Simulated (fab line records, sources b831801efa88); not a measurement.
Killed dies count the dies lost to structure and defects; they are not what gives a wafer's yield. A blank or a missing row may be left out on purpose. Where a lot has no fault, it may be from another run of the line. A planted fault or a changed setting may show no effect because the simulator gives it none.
A lot that was struck, set against a sound lot ; flow gf180mcu ; 17 steps out of a route of 602
Sound: the wafers L822.1, L822.3, L822.5. Struck: wafers L826.2, L826.6. (L826.5 of the same lot was not struck and is left out.) The cause comes at the end.
For every step that has rows: the tool of each side, followed by ch and its chambers, followed by its first start. Under that, the readings that differ: sound wafers ; struck wafers ; difference of the means ; sigmas: that difference in standard deviations of wafers without a fault.
alike: readings with means less than 2 such deviations apart, plus words and numbers identical on both sides. not compared: withheld readings, readings lacking a value on some wafer, bounds such as >300 that could conceal the same value, and numbers that have no deviation in the record and whose values overlap.
Wherever a step has rows on one side only, a row that says differs or no value, or a row with sigmas, the two part there. Numbers that have no deviation but don't overlap get no sigmas and don't part them. A reading missing from all wafers of one side parts the sides only when that side holds two or more wafers.

first, 4 steps without rows for these wafers: GF_SAB_SOFTBAKE_05 (time 60 s); GF_SAB_EXPOSE_06 (exposes mask SAB, target cd 420 nm); GF_SAB_PEB_07; GF_SAB_DEVELOP_08 (develop time 60 s).
GF_SAB_CD_MEAS_09: target cd 420 nm.
  struck on cd-sem-02, day 21 03:59; sound on cd-sem-01, day 19 06:52
  alike: cd-nm
GF_SAB_OVL_MEAS_10:
  struck on overlay-02, day 21 04:06; sound on overlay-01, day 19 06:59
  alike: SAB_OVL
GF_SAB_ETCH_11: etches SiO2 in C4F8/O2/Ar, target depth 55 nm, time 8.5 s.
  sound on rie-diel-01 ch 0,1,3, day 19 07:02; struck on rie-diel-04 ch 2,3, day 21 04:08
  alike: oes-product-au
  not compared: rf-hours-counter-h
then, 1 step without rows for these wafers: GF_SAB_WET_ETCH_12 (etches SiO2 in dHF, target depth 22 nm, time 440 s).
GF_SAB_STRIP_13: strips in O2/N2.
  sound on plasma-asher-04 ch 0,1, day 19 07:11; struck on plasma-asher-04 ch 1, day 21 04:17
  alike: drypump-motor-current-A, heater-power-w, oes-product-au, strip-time-to-endpoint-s
  not compared: rf-hours-counter-h
then, 2 steps without rows for these wafers: GF_SALICIDE_CLEAN_00 (cleans in SC1/SC2, time 150 s); GF_SALICIDE_WET_ETCH_01 (etches SiO2 in dHF, target depth 5 nm, time 100 s).
GF_SALICIDE_SPUTTER_02: material Co, target thk 10 nm, time 20 s.
  struck on pvd-sputter-03, day 21 04:28; sound on pvd-sputter-01, day 19 07:23
  alike: throttle-valve-pct
GF_SALICIDE_SPUTTER_03: material TiN, target thk 20 nm, time 16.7 s.
  struck on pvd-sputter-03, day 21 04:29; sound on pvd-sputter-01, day 19 07:25
reading;sound;struck;difference;sigmas
model.TiN_of_SALICIDE_SPUTTER_03.thk-nm (nm);20.23 20.39 20.32;25.9 25.9;+5.6;
  alike: throttle-valve-pct
GF_SALICIDE_RS_MEAS_04: the measuring method here is four-point-probe.
  struck on film-metro-02, day 21 04:32; sound on film-metro-02, day 19 07:26
reading;sound;struck;difference;sigmas
SALICIDE_TIN_RS (ohm/sq);16.50 16.09 15.95;14.47 14.47;-1.71;-6
GF_SALICIDE_THK_MEAS_05: measures by xrf.
  struck on film-metro-02, day 21 04:39; sound on film-metro-02, day 19 07:34
reading;sound;struck;difference;sigmas
SALICIDE_TIN_THK (nm);20.06 20.34 20.18;25.74 25.85;+5.60;+20
GF_SALICIDE_RTA_06: time 30 s.
  sound on rtp-anneal-01 ch 0, day 19 07:37; struck on rtp-anneal-01 ch 0, day 21 04:43
  alike: lamp-power-pct, wafer_temp_C_max
-- the record jumps here: 12 days lie between the struck wafers' starts before and after (it left off in module SALICIDE and takes up again in module PASSIVATION, whose first step shown is number 602 of the route) --
GF_PASSIVATION_PROBE_99:
  record: rows for the struck wafers here (prober-02, day 33 12:27), none for the sound ones

== WHERE THEY PART ==
First at GF_SALICIDE_RS_MEAS_04; last, within this record, at GF_PASSIVATION_PROBE_99.

WHY: whatever the simulator had introduced
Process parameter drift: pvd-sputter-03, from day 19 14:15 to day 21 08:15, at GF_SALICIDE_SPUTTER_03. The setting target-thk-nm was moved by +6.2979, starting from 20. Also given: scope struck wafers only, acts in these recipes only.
